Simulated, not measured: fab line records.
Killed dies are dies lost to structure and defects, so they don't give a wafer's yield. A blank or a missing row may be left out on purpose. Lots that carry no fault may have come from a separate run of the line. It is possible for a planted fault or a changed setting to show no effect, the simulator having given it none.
fab line records || flow sky130
record {"lots": 6, "wafers": 18, "last_day": 51}
route steps=708 shown RES_XHIGH@341 SD_N@342 PAD_OPEN@708
lots that met no fault: from a run of the same line without faults
start_h: start of the lot's first displayed wafer, in hours after the record's first day || wait_h: hours from the lot's prior step to this one || " the same as in the row above || L1.1+2: one row covering several wafers at once || - no value, or no start given || * or withheld: withheld || < > ~ a bound
route shown NAME@n: a module of which the file shows steps, and the number in the route of the first || usual: average and standard deviation across the fault-free wafers || same: alike in all rows || chamber/n: place in a boat || sites: readings site by site || _std_site: the standard deviation of these || _edge_site: inner sites' mean taken away from outer sites' mean || radius_mm: for every site, how far away it sits from the centre of the wafer || mask NAME#n: copy n || behind: the most recent tool/chamber to have shaped the wafer || hold: the reason the lot was held/the length of the hold in hours/how it ended || device: the transistor (n, p or np) that didn't switch || end of line: at the end of the route, the tests of the same wafers || a step with no rows: only its recipe || killed: at the first sort, the dies lost to defects and structure; wafer yield is something else || map: the dies of a wafer, with x for killed, . for not killed, _ for no die there
set.NAME: the setting as run; set.NAME@STEP: as run at that earlier step || model.NAME: the simulator's own value behind a step, which no gauge read
lots seen at some steps along the route; tables by step, rows by wafer
services: a tool's chamber out of use, with start hour (start_h, from the record's first day; less than 0 if before it), hours out, and reason
## steps
# step SKY_RES_XHIGH_TW_MEAS_09
# usual {"RES_XHIGH_TW": "1651/6.7"}
{"lot.wafer": "L341.4", "tool": "film_metro-03", "chamber": "-", "start_h": 662.13, "wait_h": 0.1, "RES_XHIGH_TW": 1653}
{"lot.wafer": "L341.5", "tool": "film_metro-03", "chamber": "-", "start_h": 662.13, "wait_h": 0.1, "RES_XHIGH_TW": 1650}
{"lot.wafer": "L341.6", "tool": "film_metro-03", "chamber": "-", "start_h": 662.13, "wait_h": 0.1, "RES_XHIGH_TW": 1645}
{"lot.wafer": "L342.3", "tool": "film_metro-03", "chamber": "-", "start_h": 683.33, "wait_h": 0.1, "RES_XHIGH_TW": 1652}
{"lot.wafer": "L342.4", "tool": "film_metro-03", "chamber": "-", "start_h": 683.33, "wait_h": 0.1, "RES_XHIGH_TW": 1653}
{"lot.wafer": "L342.5", "tool": "film_metro-03", "chamber": "-", "start_h": 683.33, "wait_h": 0.1, "RES_XHIGH_TW": 1656}
{"lot.wafer": "L346.1", "tool": "film_metro-03", "chamber": "-", "start_h": 702.71, "wait_h": 0.1, "RES_XHIGH_TW": 1652}
{"lot.wafer": "L346.3", "tool": "film_metro-03", "chamber": "-", "start_h": 702.71, "wait_h": 0.1, "RES_XHIGH_TW": 1655}
{"lot.wafer": "L346.5", "tool": "film_metro-03", "chamber": "-", "start_h": 702.71, "wait_h": 0.1, "RES_XHIGH_TW": 1652}
{"lot.wafer": "L354.4", "tool": "film_metro-04", "chamber": "-", "start_h": 778.18, "wait_h": 0.1, "RES_XHIGH_TW": 1649}
{"lot.wafer": "L354.5", "tool": "film_metro-04", "chamber": "-", "start_h": 778.18, "wait_h": 0.1, "RES_XHIGH_TW": 1655}
{"lot.wafer": "L354.6", "tool": "film_metro-04", "chamber": "-", "start_h": 778.18, "wait_h": 0.1, "RES_XHIGH_TW": 1654}
{"lot.wafer": "L355.2", "tool": "film_metro-04", "chamber": "-", "start_h": 801.21, "wait_h": 0.1, "RES_XHIGH_TW": 1642}
{"lot.wafer": "L355.3", "tool": "film_metro-04", "chamber": "-", "start_h": 801.21, "wait_h": 0.1, "RES_XHIGH_TW": 1643}
{"lot.wafer": "L355.4", "tool": "film_metro-04", "chamber": "-", "start_h": 801.21, "wait_h": 0.1, "RES_XHIGH_TW": 1641}
{"lot.wafer": "L356.2", "tool": "film_metro-04", "chamber": "-", "start_h": 806.07, "wait_h": 0.1, "RES_XHIGH_TW": 1656}
{"lot.wafer": "L356.5", "tool": "film_metro-04", "chamber": "-", "start_h": 806.07, "wait_h": 0.1, "RES_XHIGH_TW": 1651}
{"lot.wafer": "L356.6", "tool": "film_metro-04", "chamber": "-", "start_h": 806.07, "wait_h": 0.1, "RES_XHIGH_TW": 1656}
# step SKY_SD_N_DEHYDRATE_00
# recipe {"temp_c": 200, "time_s": 60}
# step SKY_SD_N_HMDS_01
# recipe {"prime_time_s": 60, "prime_temp_c": 120}
# step SKY_SD_N_COAT_02
# recipe {"resist": "NOVOLAK", "spin_rpm": 3000, "resist_thk_nm": 1140}
# step SKY_SD_N_SOFTBAKE_03
# recipe {"temp_c": 90, "time_s": 60, "resist": "NOVOLAK"}
# step SKY_SD_N_EXPOSE_04
# recipe {"mask_id": "NSDM", "na": 0.6, "source_shape": "conventional", "sigma_outer": 0.6, "polarization": "unpolarized", "target_cd_nm": 380, "dose_mj": 141}
# step SKY_SD_N_PEB_05
# recipe {"temp_c": "withheld", "time_s": "*", "resist": "NOVOLAK"}
# step SKY_SD_N_DEVELOP_06
# recipe {"resist": "NOVOLAK", "developer": "TMAH", "develop_time_s": 60, "dev_temp_c": 23}
# step SKY_SD_N_CD_MEAS_07
# recipe {"target_cd_nm": 380}
# usual {"cd_nm": "379.9/2.6"}
{"lot.wafer": "L341.4", "tool": "cd_sem-02", "chamber": "-", "start_h": 690.90, "wait_h": 0.1, "cd_nm": 381.0}
{"lot.wafer": "L341.5", "tool": "cd_sem-02", "chamber": "-", "start_h": 690.90, "wait_h": 0.1, "cd_nm": 381.5}
{"lot.wafer": "L341.6", "tool": "cd_sem-02", "chamber": "-", "start_h": 690.90, "wait_h": 0.1, "cd_nm": 380.2}
{"lot.wafer": "L342.3", "tool": "cd_sem-02", "chamber": "-", "start_h": 711.08, "wait_h": 0.1, "cd_nm": 375.1}
{"lot.wafer": "L342.4", "tool": "cd_sem-02", "chamber": "-", "start_h": 711.08, "wait_h": 0.1, "cd_nm": 381.7}
{"lot.wafer": "L342.5", "tool": "cd_sem-02", "chamber": "-", "start_h": 711.08, "wait_h": 0.1, "cd_nm": 380.3}
{"lot.wafer": "L346.1", "tool": "cd_sem-01", "chamber": "-", "start_h": 730.39, "wait_h": 0.2, "cd_nm": 380.2}
{"lot.wafer": "L346.3", "tool": "cd_sem-01", "chamber": "-", "start_h": 730.39, "wait_h": 0.2, "cd_nm": 377.5}
{"lot.wafer": "L346.5", "tool": "cd_sem-01", "chamber": "-", "start_h": 730.39, "wait_h": 0.2, "cd_nm": 380.2}
{"lot.wafer": "L354.4", "tool": "cd_sem-01", "chamber": "-", "start_h": 805.10, "wait_h": 0.1, "cd_nm": 377.7}
{"lot.wafer": "L354.5", "tool": "cd_sem-01", "chamber": "-", "start_h": 805.10, "wait_h": 0.1, "cd_nm": 377.4}
{"lot.wafer": "L354.6", "tool": "cd_sem-01", "chamber": "-", "start_h": 805.10, "wait_h": 0.1, "cd_nm": 378.6}
{"lot.wafer": "L355.2", "tool": "cd_sem-02", "chamber": "-", "start_h": 827.47, "wait_h": 0.1, "cd_nm": 376.9}
{"lot.wafer": "L355.3", "tool": "cd_sem-02", "chamber": "-", "start_h": 827.47, "wait_h": 0.1, "cd_nm": 380.6}
{"lot.wafer": "L355.4", "tool": "cd_sem-02", "chamber": "-", "start_h": 827.47, "wait_h": 0.1, "cd_nm": 378.7}
{"lot.wafer": "L356.2", "tool": "cd_sem-02", "chamber": "-", "start_h": 832.67, "wait_h": 0.1, "cd_nm": 383.2}
{"lot.wafer": "L356.5", "tool": "cd_sem-02", "chamber": "-", "start_h": 832.67, "wait_h": 0.1, "cd_nm": 379.6}
{"lot.wafer": "L356.6", "tool": "cd_sem-02", "chamber": "-", "start_h": 832.67, "wait_h": 0.1, "cd_nm": 382.4}
# step SKY_SD_N_OVL_MEAS_08
# usual {"SD_N_OVL": "-1.0/1.4"}
{"lot.wafer": "L341.4", "tool": "overlay-02", "chamber": "-", "start_h": 690.98, "wait_h": 0.1, "SD_N_OVL[nm]": -0.5}
{"lot.wafer": "L341.5", "tool": "overlay-02", "chamber": "-", "start_h": 690.98, "wait_h": 0.1, "SD_N_OVL[nm]": -1.1}
{"lot.wafer": "L341.6", "tool": "overlay-02", "chamber": "-", "start_h": 690.98, "wait_h": 0.1, "SD_N_OVL[nm]": -2.3}
{"lot.wafer": "L342.3", "tool": "overlay-01", "chamber": "-", "start_h": 711.17, "wait_h": 0.1, "SD_N_OVL[nm]": -2.5}
{"lot.wafer": "L342.4", "tool": "overlay-01", "chamber": "-", "start_h": 711.17, "wait_h": 0.1, "SD_N_OVL[nm]": -0.7}
{"lot.wafer": "L342.5", "tool": "overlay-01", "chamber": "-", "start_h": 711.17, "wait_h": 0.1, "SD_N_OVL[nm]": -1.6}
{"lot.wafer": "L346.1", "tool": "overlay-01", "chamber": "-", "start_h": 730.51, "wait_h": 0.1, "SD_N_OVL[nm]": -1.0}
{"lot.wafer": "L346.3", "tool": "overlay-01", "chamber": "-", "start_h": 730.51, "wait_h": 0.1, "SD_N_OVL[nm]": -0.3}
{"lot.wafer": "L346.5", "tool": "overlay-01", "chamber": "-", "start_h": 730.51, "wait_h": 0.1, "SD_N_OVL[nm]": -2.1}
{"lot.wafer": "L354.4", "tool": "overlay-01", "chamber": "-", "start_h": 805.18, "wait_h": 0.1, "SD_N_OVL[nm]": 0.5}
{"lot.wafer": "L354.5", "tool": "overlay-01", "chamber": "-", "start_h": 805.18, "wait_h": 0.1, "SD_N_OVL[nm]": 0.6}
{"lot.wafer": "L354.6", "tool": "overlay-01", "chamber": "-", "start_h": 805.18, "wait_h": 0.1, "SD_N_OVL[nm]": 1.5}
{"lot.wafer": "L355.2", "tool": "overlay-01", "chamber": "-", "start_h": 827.57, "wait_h": 0.1, "SD_N_OVL[nm]": -0.1}
{"lot.wafer": "L355.3", "tool": "overlay-01", "chamber": "-", "start_h": 827.57, "wait_h": 0.1, "SD_N_OVL[nm]": 0.8}
{"lot.wafer": "L355.4", "tool": "overlay-01", "chamber": "-", "start_h": 827.57, "wait_h": 0.1, "SD_N_OVL[nm]": -1.2}
{"lot.wafer": "L356.2", "tool": "overlay-02", "chamber": "-", "start_h": 832.77, "wait_h": 0.1, "SD_N_OVL[nm]": -3.8}
{"lot.wafer": "L356.5", "tool": "overlay-02", "chamber": "-", "start_h": 832.77, "wait_h": 0.1, "SD_N_OVL[nm]": -1.4}
{"lot.wafer": "L356.6", "tool": "overlay-02", "chamber": "-", "start_h": 832.77, "wait_h": 0.1, "SD_N_OVL[nm]": -3.0}
# step SKY_SD_N_IMPLANT_09
# recipe {"species": "As", "energy_kev": 50, "dose_cm2": 4e+15, "tilt_deg": 0}
# step SKY_SD_N_IMPLANT_10
# recipe {"species": "P", "energy_kev": 20, "dose_cm2": 1e+14, "tilt_deg": 0}
# step SKY_SD_N_STRIP_11
# recipe {"chemistry": "O2/N2", "power_w": 1400, "pressure_mtorr": 1500, "platen_temp_c": "withheld", "o2_flow_sccm": 3000, "n2_flow_sccm": 300, "overash_fraction": 0.5}
# usual {"drypump_motor_current_A": "6.0/0.47", "o2_flow_sccm": "3001/9.6", "oes_product_au": "0.527/0.0046", "strip_time_to_endpoint_s": "22.55/0.038"}
{"lot.wafer": "L341.4", "tool": "plasma_asher-01", "chamber": 0, "start_h": 691.33, "wait_h": 0.1, "drypump_motor_current_A": 6.4, "o2_flow_sccm": 2989, "oes_product_au": 0.523, "rf_hours_counter_h": "-", "strip_time_to_endpoint_s": 22.57}
{"lot.wafer": "L341.5", "tool": "plasma_asher-01", "chamber": 1, "start_h": 691.33, "wait_h": 0.1, "drypump_motor_current_A": 6.4, "o2_flow_sccm": 3001, "oes_product_au": 0.535, "rf_hours_counter_h": "-", "strip_time_to_endpoint_s": 22.57}
{"lot.wafer": "L341.6", "tool": "plasma_asher-01", "chamber": 0, "start_h": 691.33, "wait_h": 0.1, "drypump_motor_current_A": 6.4, "o2_flow_sccm": 2982, "oes_product_au": 0.530, "rf_hours_counter_h": "-", "strip_time_to_endpoint_s": 22.52}
{"lot.wafer": "L342.3", "tool": "plasma_asher-01", "chamber": 1, "start_h": 711.53, "wait_h": 0.1, "drypump_motor_current_A": 6.5, "o2_flow_sccm": 2403, "oes_product_au": 0.525, "rf_hours_counter_h": "-", "strip_time_to_endpoint_s": 22.97}
{"lot.wafer": "L342.4", "tool": "plasma_asher-01", "chamber": 0, "start_h": 711.53, "wait_h": 0.1, "drypump_motor_current_A": 6.4, "o2_flow_sccm": 2395, "oes_product_au": 0.521, "rf_hours_counter_h": "-", "strip_time_to_endpoint_s": 22.98}
{"lot.wafer": "L342.5", "tool": "plasma_asher-01", "chamber": 0, "start_h": 711.53, "wait_h": 0.1, "drypump_motor_current_A": 6.4, "o2_flow_sccm": 2388, "oes_product_au": 0.519, "rf_hours_counter_h": "-", "strip_time_to_endpoint_s": 22.94}
{"lot.wafer": "L346.1", "tool": "plasma_asher-01", "chamber": 1, "start_h": 730.85, "wait_h": 0.1, "drypump_motor_current_A": 6.5, "o2_flow_sccm": 2384, "oes_product_au": 0.532, "rf_hours_counter_h": 63, "strip_time_to_endpoint_s": 22.91}
{"lot.wafer": "L346.3", "tool": "plasma_asher-01", "chamber": 0, "start_h": 730.85, "wait_h": 0.1, "drypump_motor_current_A": 6.4, "o2_flow_sccm": 2386, "oes_product_au": 0.526, "rf_hours_counter_h": "-", "strip_time_to_endpoint_s": 22.91}
{"lot.wafer": "L346.5", "tool": "plasma_asher-01", "chamber": 0, "start_h": 730.85, "wait_h": 0.1, "drypump_motor_current_A": 6.4, "o2_flow_sccm": 2394, "oes_product_au": 0.520, "rf_hours_counter_h": "-", "strip_time_to_endpoint_s": 22.90}
{"lot.wafer": "L354.4", "tool": "plasma_asher-03", "chamber": 0, "start_h": 805.53, "wait_h": 0.1, "drypump_motor_current_A": 5.3, "o2_flow_sccm": 3001, "oes_product_au": 0.534, "rf_hours_counter_h": "-", "strip_time_to_endpoint_s": 22.49}
{"lot.wafer": "L354.5", "tool": "plasma_asher-03", "chamber": 1, "start_h": 805.53, "wait_h": 0.1, "drypump_motor_current_A": 6.4, "o2_flow_sccm": 3003, "oes_product_au": 0.527, "rf_hours_counter_h": "-", "strip_time_to_endpoint_s": 22.47}
{"lot.wafer": "L354.6", "tool": "plasma_asher-03", "chamber": 0, "start_h": 805.53, "wait_h": 0.1, "drypump_motor_current_A": 5.3, "o2_flow_sccm": 2986, "oes_product_au": 0.532, "rf_hours_counter_h": "-", "strip_time_to_endpoint_s": 22.52}
{"lot.wafer": "L355.2", "tool": "plasma_asher-03", "chamber": 1, "start_h": 827.90, "wait_h": 0.1, "drypump_motor_current_A": 6.5, "o2_flow_sccm": 3009, "oes_product_au": 0.522, "rf_hours_counter_h": 96, "strip_time_to_endpoint_s": 22.54}
{"lot.wafer": "L355.3", "tool": "plasma_asher-03", "chamber": 0, "start_h": 827.90, "wait_h": 0.1, "drypump_motor_current_A": 5.3, "o2_flow_sccm": 3005, "oes_product_au": 0.523, "rf_hours_counter_h": "-", "strip_time_to_endpoint_s": 22.57}
{"lot.wafer": "L355.4", "tool": "plasma_asher-03", "chamber": 1, "start_h": 827.90, "wait_h": 0.1, "drypump_motor_current_A": 6.4, "o2_flow_sccm": 3002, "oes_product_au": 0.521, "rf_hours_counter_h": "-", "strip_time_to_endpoint_s": 22.49}
{"lot.wafer": "L356.2", "tool": "plasma_asher-03", "chamber": 1, "start_h": 833.10, "wait_h": 0.1, "drypump_motor_current_A": 6.4, "o2_flow_sccm": 2989, "oes_product_au": 0.526, "rf_hours_counter_h": 97, "strip_time_to_endpoint_s": 22.55}
{"lot.wafer": "L356.5", "tool": "plasma_asher-03", "chamber": 1, "start_h": 833.10, "wait_h": 0.1, "drypump_motor_current_A": 6.4, "o2_flow_sccm": 3006, "oes_product_au": 0.525, "rf_hours_counter_h": "-", "strip_time_to_endpoint_s": 22.51}
{"lot.wafer": "L356.6", "tool": "plasma_asher-03", "chamber": 0, "start_h": 833.10, "wait_h": 0.1, "drypump_motor_current_A": 5.4, "o2_flow_sccm": 2994, "oes_product_au": 0.527, "rf_hours_counter_h": "-", "strip_time_to_endpoint_s": 22.59}
# step SKY_SD_N_TW_MEAS_12
# usual {"SD_N_TW": "4016/16"}
{"lot.wafer": "L341.4", "tool": "film_metro-03", "chamber": "-", "start_h": 691.44, "wait_h": 0.1, "SD_N_TW": 4009}
{"lot.wafer": "L341.5", "tool": "film_metro-03", "chamber": "-", "start_h": 691.44, "wait_h": 0.1, "SD_N_TW": 3985}
{"lot.wafer": "L341.6", "tool": "film_metro-03", "chamber": "-", "start_h": 691.44, "wait_h": 0.1, "SD_N_TW": 4038}
{"lot.wafer": "L342.3", "tool": "film_metro-02", "chamber": "-", "start_h": 711.62, "wait_h": 0.1, "SD_N_TW": 4016}
{"lot.wafer": "L342.4", "tool": "film_metro-02", "chamber": "-", "start_h": 711.62, "wait_h": 0.1, "SD_N_TW": 4019}
{"lot.wafer": "L342.5", "tool": "film_metro-02", "chamber": "-", "start_h": 711.62, "wait_h": 0.1, "SD_N_TW": 4011}
{"lot.wafer": "L346.1", "tool": "film_metro-02", "chamber": "-", "start_h": 730.95, "wait_h": 0.1, "SD_N_TW": 4014}
{"lot.wafer": "L346.3", "tool": "film_metro-02", "chamber": "-", "start_h": 730.95, "wait_h": 0.1, "SD_N_TW": 4013}
{"lot.wafer": "L346.5", "tool": "film_metro-02", "chamber": "-", "start_h": 730.95, "wait_h": 0.1, "SD_N_TW": 4027}
{"lot.wafer": "L354.4", "tool": "film_metro-03", "chamber": "-", "start_h": 805.62, "wait_h": 0.1, "SD_N_TW": 3989}
{"lot.wafer": "L354.5", "tool": "film_metro-03", "chamber": "-", "start_h": 805.62, "wait_h": 0.1, "SD_N_TW": 3990}
{"lot.wafer": "L354.6", "tool": "film_metro-03", "chamber": "-", "start_h": 805.62, "wait_h": 0.1, "SD_N_TW": 3979}
{"lot.wafer": "L355.2", "tool": "film_metro-04", "chamber": "-", "start_h": 828.01, "wait_h": 0.1, "SD_N_TW": 4026}
{"lot.wafer": "L355.3", "tool": "film_metro-04", "chamber": "-", "start_h": 828.01, "wait_h": 0.1, "SD_N_TW": 4010}
{"lot.wafer": "L355.4", "tool": "film_metro-04", "chamber": "-", "start_h": 828.01, "wait_h": 0.1, "SD_N_TW": 4018}
{"lot.wafer": "L356.2", "tool": "film_metro-02", "chamber": "-", "start_h": 833.21, "wait_h": 0.1, "SD_N_TW": 4041}
{"lot.wafer": "L356.5", "tool": "film_metro-02", "chamber": "-", "start_h": 833.21, "wait_h": 0.1, "SD_N_TW": 4027}
{"lot.wafer": "L356.6", "tool": "film_metro-02", "chamber": "-", "start_h": 833.21, "wait_h": 0.1, "SD_N_TW": 4035}
# step SKY_PAD_OPEN_PROBE_99
# usual {"killed_at_M0_to_M3": "43/6.6", "killed_at_M4_up": "3.1/1.9", "killed_at_contacts": "24/5.2", "killed_at_front_end": "16/4.5", "killed_at_other": "0.4/0.62", "killed_dies": "87/9", "killed_open": "48/7", "killed_short": "39/6.2"}
# same {"gross_dies": 492, "killed_at_back_side": 0}
{"lot.wafer": "L341.4", "tool": "prober-01", "chamber": "-", "start_h": 1118.96, "wait_h": 0.2, "killed_at_M0_to_M3": 43, "killed_at_M4_up": 4, "killed_at_contacts": 28, "killed_at_front_end": 27, "killed_at_other": 0, "killed_dies": 102, "killed_open": 62, "killed_short": 40}
{"lot.wafer": "L341.5", "tool": "prober-01", "chamber": "-", "start_h": 1119.01, "wait_h": 0.2, "killed_at_M0_to_M3": 44, "killed_at_M4_up": 1, "killed_at_contacts": 22, "killed_at_front_end": 17, "killed_at_other": 0, "killed_dies": 84, "killed_open": 41, "killed_short": 43}
{"lot.wafer": "L341.6", "tool": "prober-01", "chamber": "-", "start_h": 1119.06, "wait_h": 0.2, "killed_at_M0_to_M3": 50, "killed_at_M4_up": 3, "killed_at_contacts": 24, "killed_at_front_end": 22, "killed_at_other": 0, "killed_dies": 99, "killed_open": 50, "killed_short": 49}
{"lot.wafer": "L342.3", "tool": "prober-01", "chamber": "-", "start_h": 1129.44, "wait_h": 0.2, "killed_at_M0_to_M3": 49, "killed_at_M4_up": 3, "killed_at_contacts": 32, "killed_at_front_end": 14, "killed_at_other": 0, "killed_dies": 98, "killed_open": 58, "killed_short": 40}
{"lot.wafer": "L342.4", "tool": "prober-01", "chamber": "-", "start_h": 1129.49, "wait_h": 0.2, "killed_at_M0_to_M3": 42, "killed_at_M4_up": 1, "killed_at_contacts": 36, "killed_at_front_end": 10, "killed_at_other": 0, "killed_dies": 89, "killed_open": 51, "killed_short": 38}
{"lot.wafer": "L342.5", "tool": "prober-01", "chamber": "-", "start_h": 1129.54, "wait_h": 0.2, "killed_at_M0_to_M3": 47, "killed_at_M4_up": 2, "killed_at_contacts": 22, "killed_at_front_end": 21, "killed_at_other": 1, "killed_dies": 93, "killed_open": 50, "killed_short": 43}
{"lot.wafer": "L354.4", "tool": "prober-02", "chamber": "-", "start_h": 1198.21, "wait_h": 0.2, "killed_at_M0_to_M3": 34, "killed_at_M4_up": 1, "killed_at_contacts": 30, "killed_at_front_end": 17, "killed_at_other": 0, "killed_dies": 82, "killed_open": 44, "killed_short": 38}
{"lot.wafer": "L354.5", "tool": "prober-02", "chamber": "-", "start_h": 1198.26, "wait_h": 0.2, "killed_at_M0_to_M3": 37, "killed_at_M4_up": 1, "killed_at_contacts": 21, "killed_at_front_end": 18, "killed_at_other": 0, "killed_dies": 77, "killed_open": 45, "killed_short": 32}
{"lot.wafer": "L354.6", "tool": "prober-02", "chamber": "-", "start_h": 1198.31, "wait_h": 0.2, "killed_at_M0_to_M3": 35, "killed_at_M4_up": 3, "killed_at_contacts": 33, "killed_at_front_end": 10, "killed_at_other": 1, "killed_dies": 82, "killed_open": 42, "killed_short": 40}
{"lot.wafer": "L355.2", "tool": "prober-01", "chamber": "-", "start_h": 1207.18, "wait_h": 0.1, "killed_at_M0_to_M3": 31, "killed_at_M4_up": 4, "killed_at_contacts": 18, "killed_at_front_end": 12, "killed_at_other": 1, "killed_dies": 66, "killed_open": 35, "killed_short": 31}
{"lot.wafer": "L355.3", "tool": "prober-01", "chamber": "-", "start_h": 1207.23, "wait_h": 0.2, "killed_at_M0_to_M3": 37, "killed_at_M4_up": 1, "killed_at_contacts": 11, "killed_at_front_end": 14, "killed_at_other": 0, "killed_dies": 63, "killed_open": 37, "killed_short": 24}
{"lot.wafer": "L355.4", "tool": "prober-01", "chamber": "-", "start_h": 1207.28, "wait_h": 0.2, "killed_at_M0_to_M3": 54, "killed_at_M4_up": 6, "killed_at_contacts": 20, "killed_at_front_end": 10, "killed_at_other": 0, "killed_dies": 90, "killed_open": 41, "killed_short": 48}
# killed by level:class
L341.4 CONTACT:geometric_particle:open=14 POLY_GATE:geometric_particle:open=11 VIA1:geometric_particle:open=10 POLY_GATE:geometric_particle:short=8 VIA1:geometric_particle:short=8 LI_CONTACT:geometric_particle:open=6 VIA2:geometric_particle:open=5 FIELD_ISO:geometric_particle:open=4
L341.5 VIA1:geometric_particle:open=9 VIA2:geometric_particle:open=9 LI_CONTACT:geometric_particle:open=7 FIELD_ISO:geometric_particle:open=5 POLY_GATE:geometric_particle:short=5 LI_CONTACT:geometric_particle:short=5 VIA3:geometric_particle:short=5 VIA1:geometric_particle:short=4
L341.6 METAL1:geometric_particle:short=12 VIA1:geometric_particle:open=10 LI_CONTACT:geometric_particle:open=8 FIELD_ISO:geometric_particle:open=7 CONTACT:geometric_particle:open=7 VIA2:geometric_particle:open=7 POLY_GATE:geometric_particle:short=6 FIELD_ISO:geometric_particle:short=4
L342.3 CONTACT:geometric_particle:open=14 VIA1:geometric_particle:open=9 LI_CONTACT:geometric_particle:open=8 VIA2:geometric_particle:open=8 VIA1:geometric_particle:short=7 FIELD_ISO:geometric_particle:short=5 VIA3:geometric_particle:open=5 LOCAL_INTERCONNECT:geometric_particle:short=5
L342.4 LI_CONTACT:geometric_particle:open=12 CONTACT:geometric_particle:open=8 VIA1:geometric_particle:open=8 LOCAL_INTERCONNECT:geometric_particle:open=6 CONTACT:geometric_particle:short=6 VIA2:geometric_particle:short=6 METAL1:geometric_particle:short=5 VIA1:geometric_particle:short=5
L342.5 VIA1:geometric_particle:open=11 VIA2:geometric_particle:open=10 LI_CONTACT:geometric_particle:open=7 CONTACT:geometric_particle:open=6 VIA1:geometric_particle:short=6 FIELD_ISO:geometric_particle:short=5 POLY_GATE:geometric_particle:open=4 CONTACT:geometric_particle:short=4
L354.4 CONTACT:geometric_particle:open=14 VIA1:geometric_particle:open=7 LI_CONTACT:geometric_particle:open=6 METAL1:geometric_particle:short=6 VIA1:geometric_particle:short=6 FIELD_ISO:geometric_particle:short=5 VIA2:geometric_particle:open=5 CONTACT:geometric_particle:short=5
L354.5 VIA1:geometric_particle:open=12 LI_CONTACT:geometric_particle:open=8 VIA3:geometric_particle:open=5 POLY_GATE:geometric_particle:short=4 POLY_GATE:geometric_particle:open=4 SPACER:geometric_particle:open=4 LI_CONTACT:geometric_particle:short=4 CONTACT:geometric_particle:open=4
L354.6 LI_CONTACT:geometric_particle:open=10 CONTACT:geometric_particle:open=9 VIA2:geometric_particle:open=6 VIA1:geometric_particle:short=6 LOCAL_INTERCONNECT:geometric_particle:short=5 CONTACT:geometric_particle:short=5 VIA2:geometric_particle:short=5 VIA3:geometric_particle:short=5
L355.2 VIA1:geometric_particle:open=8 VIA2:geometric_particle:open=7 CONTACT:geometric_particle:open=6 METAL2:geometric_particle:short=5 LI_CONTACT:geometric_particle:open=4 POLY_GATE:geometric_particle:short=3 LOCAL_INTERCONNECT:geometric_particle:short=3 VIA1:geometric_particle:short=3
L355.3 VIA1:geometric_particle:open=8 VIA1:geometric_particle:short=6 VIA3:geometric_particle:open=6 VIA2:geometric_particle:open=5 POLY_GATE:geometric_particle:short=4 LI_CONTACT:geometric_particle:open=4 CONTACT:geometric_particle:open=4 METAL2:geometric_particle:short=4
L355.4 METAL2:geometric_particle:short=11 LI_CONTACT:geometric_particle:open=7 CONTACT:geometric_particle:open=7 VIA1:geometric_particle:short=7 VIA1:geometric_particle:open=7 VIA2:geometric_particle:open=6 METAL4:geometric_particle:short=5 METAL3:geometric_particle:short=5
## services
{"tool": "plasma_asher-03", "chamber": "-", "start_h": 762.55, "hours": 14.6, "kind": "pm"}
{"tool": "plasma_asher-01", "chamber": "-", "start_h": 769.49, "hours": 1.9, "kind": "repair"}
{"tool": "plasma_asher-01", "chamber": "-", "start_h": 785.53, "hours": 2.8, "kind": "pm"}
## key
first_sign {"step": "SKY_SD_N_STRIP_11", "reading": "o2_flow_sccm", "direction": "down", "sigmas": 63, "usual": 3001, "struck": 2392}
effect {"step": "SKY_SD_N_STRIP_11", "reading": "strip_time_to_endpoint_s", "direction": "up", "sigmas": 10, "usual": "*", "struck": "*"}
met_at SKY_SD_N_STRIP_11
struck_wafers L342.3,L342.4,L342.5,L346.1,L346.3,L346.5
tester_left_out L342,L346
onset_between 691.33 711.53
fault {"kind": "process_parameter_drift", "tool": "plasma_asher-01", "chamber": "-", "onset_h": 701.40, "steps": "SKY_SD_N_STRIP_11", "channel": "o2_flow_sccm", "offset": -600, "shape": "step", "end_h": 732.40, "acts_in": "these_recipes_only", "stated": 3000}
# tester_left_out: of these lots the tester's yield and bins aren't shown, on N5 and GAA mostly nor the transistor test; their killed dies are dies lost to structure and defects alone, not to doping, threshold or leakage, so they don't give the yield
